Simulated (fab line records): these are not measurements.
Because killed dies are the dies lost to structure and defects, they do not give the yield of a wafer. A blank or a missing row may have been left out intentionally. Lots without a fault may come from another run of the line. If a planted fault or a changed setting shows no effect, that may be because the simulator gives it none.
Chamber matching :: flow sfq-line :: 4 sister chambers for SFQ_TRILAYER_I2_CMP_CMP_064 on cmp-01
The step polishes SiO2. 8 wafers are shown with their chamber, then 8 later ones without.

## WAFERS, EACH WITH ITS CHAMBER
wafer: L320.2
chamber: 1
motor-current-A (A): 10.0
time-to-endpoint-s (s): 211

wafer: L327.1
chamber: 0
motor-current-A (A): 10.3
time-to-endpoint-s (s): 219

wafer: L327.5
chamber: 3
motor-current-A (A): 10.3
time-to-endpoint-s (s): 217

wafer: L330.5
chamber: 1
motor-current-A (A): 10.2
time-to-endpoint-s (s): 215

wafer: L330.6
chamber: 0
motor-current-A (A): 9.9
time-to-endpoint-s (s): 221

wafer: L331.1
chamber: 3
motor-current-A (A): 10.2
time-to-endpoint-s (s): 224

wafer: L331.6
chamber: 2
motor-current-A (A): 10.8
time-to-endpoint-s (s): 211

wafer: L337.2
chamber: 2
motor-current-A (A): 11.2
time-to-endpoint-s (s): 214

## WAFERS MISSING THEIR CHAMBER
wafer: L337.3
motor-current-A (A): 10.6
time-to-endpoint-s (s): 215

wafer: L337.5
motor-current-A (A): 10.2
time-to-endpoint-s (s): 217

wafer: L338.3
motor-current-A (A): 10.9
time-to-endpoint-s (s): 211

wafer: L338.4
motor-current-A (A): 10.7
time-to-endpoint-s (s): 223

wafer: L338.5
motor-current-A (A): 10.4
time-to-endpoint-s (s): 230

wafer: L340.2
motor-current-A (A): 10.8
time-to-endpoint-s (s): 216

wafer: L340.3
motor-current-A (A): 10.9
time-to-endpoint-s (s): 201

wafer: L340.6
motor-current-A (A): 10.9
time-to-endpoint-s (s): 221

## CHAMBER TAKEN BY EACH
wafer: L337.3
from the rows above: can't be placed: 2 or 3 or 1 or 0
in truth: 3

wafer: L337.5
from the rows above: can't be placed: 0 or 3 or 1
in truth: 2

wafer: L338.3
from the rows above: 2
in truth: 2

wafer: L338.4
from the rows above: can't be placed: 3 or 0 or 2
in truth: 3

wafer: L338.5
from the rows above: can't be placed: 3 or 0
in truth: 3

wafer: L340.2
from the rows above: can't be placed: 2 or 3 or 1
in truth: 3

wafer: L340.3
from the rows above: can't be placed: 2 or 1
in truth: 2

wafer: L340.6
from the rows above: can't be placed: 2 or 3 or 0 or 1
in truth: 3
Placed correctly: 1 of 8. These rows do not allow placing 7 (true chamber among the candidates in 6). 0 placed wrongly.
How it was worked out, from the rows above alone: a wafer's distance from a chamber is the root of the sum, over the readings, of the square of ((its reading less the chamber's mean) divided by the reading's scatter). The wafer belongs to the nearest chamber; if the next one is less than 2 further off, it can't be placed. Each chamber's mean is taken over the wafers shown for it. The scatter: take each reading less its chamber's mean, square it, sum over the shown wafers, divide by the number of wafers less the number of chambers, and take the root.
